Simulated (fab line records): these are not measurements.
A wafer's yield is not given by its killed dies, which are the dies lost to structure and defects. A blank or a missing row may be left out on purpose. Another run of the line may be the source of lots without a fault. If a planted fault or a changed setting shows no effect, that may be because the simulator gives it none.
Split-lot study || flow gf180mcu || 5 lots, 23 wafers read, on a route of 602 steps

## ON THE SPLIT
At GF_TOP_METAL_SPUTTER_04 (material TiN, target thk 25 nm, time 20.8 s), the setting time s was moved away from the recipe's 20.8 s on 5 of the 23 wafers read, by -4.4% to +14.7%. This setting was run at the recipe's value on the other wafers.

The reading comes from the split's own step.

## THE READING
TiN_of_TOP_METAL_SPUTTER_04.thk nm (the simulator's own value, which no gauge read), in nm, at GF_TOP_METAL_SPUTTER_04 (material TiN, target thk 25 nm, time 20.8 s). No usual value for it is given in the file. Here, 18 wafers ran the recipe; their average is 25.01 nm with a standard deviation of 0.16 nm.

{"wafer": "L074.1", "tool, chamber at the split": "pvd sputter-04, -", "time s as run, s": 23.85, "against the recipe": "+14.7%", "TiN_of_TOP_METAL_SPUTTER_04.thk nm, nm": 28.6, "against lot-mates on the recipe": "+3.73"}
{"wafer": "L074.2", "tool, chamber at the split": "pvd sputter-04, -", "time s as run, s": 20.8, "against the recipe": "recipe", "TiN_of_TOP_METAL_SPUTTER_04.thk nm, nm": 24.97, "against lot-mates on the recipe": "-"}
{"wafer": "L074.3", "tool, chamber at the split": "pvd sputter-04, -", "time s as run, s": 23.85, "against the recipe": "+14.7%", "TiN_of_TOP_METAL_SPUTTER_04.thk nm, nm": 28.67, "against lot-mates on the recipe": "+3.80"}
{"wafer": "L074.4", "tool, chamber at the split": "pvd sputter-04, -", "time s as run, s": 20.8, "against the recipe": "recipe", "TiN_of_TOP_METAL_SPUTTER_04.thk nm, nm": 24.77, "against lot-mates on the recipe": "-"}
{"wafer": "L074.5", "tool, chamber at the split": "pvd sputter-04, -", "time s as run, s": 23.85, "against the recipe": "+14.7%", "TiN_of_TOP_METAL_SPUTTER_04.thk nm, nm": 28.65, "against lot-mates on the recipe": "+3.78"}
{"wafer": "L075.2", "tool, chamber at the split": "pvd sputter-04, -", "time s as run, s": 20.8, "against the recipe": "recipe", "TiN_of_TOP_METAL_SPUTTER_04.thk nm, nm": 25.16, "against lot-mates on the recipe": "-"}
{"wafer": "L075.3", "tool, chamber at the split": "pvd sputter-04, -", "time s as run, s": 19.89, "against the recipe": "-4.4%", "TiN_of_TOP_METAL_SPUTTER_04.thk nm, nm": 23.96, "against lot-mates on the recipe": -1.10}
{"wafer": "L075.4", "tool, chamber at the split": "pvd sputter-04, -", "time s as run, s": 20.8, "against the recipe": "recipe", "TiN_of_TOP_METAL_SPUTTER_04.thk nm, nm": 25.02, "against lot-mates on the recipe": "-"}
{"wafer": "L075.5", "tool, chamber at the split": "pvd sputter-04, -", "time s as run, s": 19.89, "against the recipe": "-4.4%", "TiN_of_TOP_METAL_SPUTTER_04.thk nm, nm": 23.99, "against lot-mates on the recipe": -1.07}
{"wafer": "L075.6", "tool, chamber at the split": "pvd sputter-04, -", "time s as run, s": 20.8, "against the recipe": "recipe", "TiN_of_TOP_METAL_SPUTTER_04.thk nm, nm": 25.01, "against lot-mates on the recipe": "-"}
{"wafer": "L082.1", "tool, chamber at the split": "pvd sputter-03, -", "time s as run, s": 20.8, "against the recipe": "recipe", "TiN_of_TOP_METAL_SPUTTER_04.thk nm, nm": 25.13, "against lot-mates on the recipe": "-"}
{"wafer": "L082.2", "tool, chamber at the split": "pvd sputter-03, -", "time s as run, s": 20.8, "against the recipe": "recipe", "TiN_of_TOP_METAL_SPUTTER_04.thk nm, nm": 24.87, "against lot-mates on the recipe": "-"}
{"wafer": "L082.3", "tool, chamber at the split": "pvd sputter-03, -", "time s as run, s": 20.8, "against the recipe": "recipe", "TiN_of_TOP_METAL_SPUTTER_04.thk nm, nm": 25.01, "against lot-mates on the recipe": "-"}
{"wafer": "L082.4", "tool, chamber at the split": "pvd sputter-03, -", "time s as run, s": 20.8, "against the recipe": "recipe", "TiN_of_TOP_METAL_SPUTTER_04.thk nm, nm": 24.78, "against lot-mates on the recipe": "-"}
{"wafer": "L082.5", "tool, chamber at the split": "pvd sputter-03, -", "time s as run, s": 20.8, "against the recipe": "recipe", "TiN_of_TOP_METAL_SPUTTER_04.thk nm, nm": 24.76, "against lot-mates on the recipe": "-"}
{"wafer": "L084.1", "tool, chamber at the split": "pvd sputter-01, -", "time s as run, s": 20.8, "against the recipe": "recipe", "TiN_of_TOP_METAL_SPUTTER_04.thk nm, nm": 24.99, "against lot-mates on the recipe": "-"}
{"wafer": "L084.2", "tool, chamber at the split": "pvd sputter-01, -", "time s as run, s": 20.8, "against the recipe": "recipe", "TiN_of_TOP_METAL_SPUTTER_04.thk nm, nm": 25.02, "against lot-mates on the recipe": "-"}
{"wafer": "L084.4", "tool, chamber at the split": "pvd sputter-01, -", "time s as run, s": 20.8, "against the recipe": "recipe", "TiN_of_TOP_METAL_SPUTTER_04.thk nm, nm": 25.26, "against lot-mates on the recipe": "-"}
{"wafer": "L084.5", "tool, chamber at the split": "pvd sputter-01, -", "time s as run, s": 20.8, "against the recipe": "recipe", "TiN_of_TOP_METAL_SPUTTER_04.thk nm, nm": 24.89, "against lot-mates on the recipe": "-"}
{"wafer": "L084.6", "tool, chamber at the split": "pvd sputter-01, -", "time s as run, s": 20.8, "against the recipe": "recipe", "TiN_of_TOP_METAL_SPUTTER_04.thk nm, nm": 25.17, "against lot-mates on the recipe": "-"}
{"wafer": "L085.1", "tool, chamber at the split": "pvd sputter-03, -", "time s as run, s": 20.8, "against the recipe": "recipe", "TiN_of_TOP_METAL_SPUTTER_04.thk nm, nm": 25.24, "against lot-mates on the recipe": "-"}
{"wafer": "L085.3", "tool, chamber at the split": "pvd sputter-03, -", "time s as run, s": 20.8, "against the recipe": "recipe", "TiN_of_TOP_METAL_SPUTTER_04.thk nm, nm": 24.85, "against lot-mates on the recipe": "-"}
{"wafer": "L085.5", "tool, chamber at the split": "pvd sputter-03, -", "time s as run, s": 20.8, "against the recipe": "recipe", "TiN_of_TOP_METAL_SPUTTER_04.thk nm, nm": 25.28, "against lot-mates on the recipe": "-"}

THE FIT
A straight line over all 23 wafers: TiN_of_TOP_METAL_SPUTTER_04.thk nm changes by +0.247 nm for each +1% of time s; r = +0.99; the points scatter about the line by 0.15 nm.
The same after taking each lot's own level away (the mean of its wafers on the recipe; 23 wafers): +0.256 nm for each +1%; r = +1.00; scatter 0.13 nm.
The reading moves by 3.8 nm for the largest change in time s, on that fit.
The span of the lots' own levels, 24.870 to 25.123 nm, comes to 1.5 times the standard deviation stated above.
The two slopes agree, so the slope changes little with the lot-to-lot level.
Check: with one of the wafers moved furthest among these (+14.7%) left out of the fit, the line predicts +3.78 nm for it against its lot-mates. It came out at +3.73 nm against them.

## FILE'S OWN FIT
TiN_of_TOP_METAL_SPUTTER_04.thk nm changes by +0.256 nm for each +1% of time s, r = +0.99.
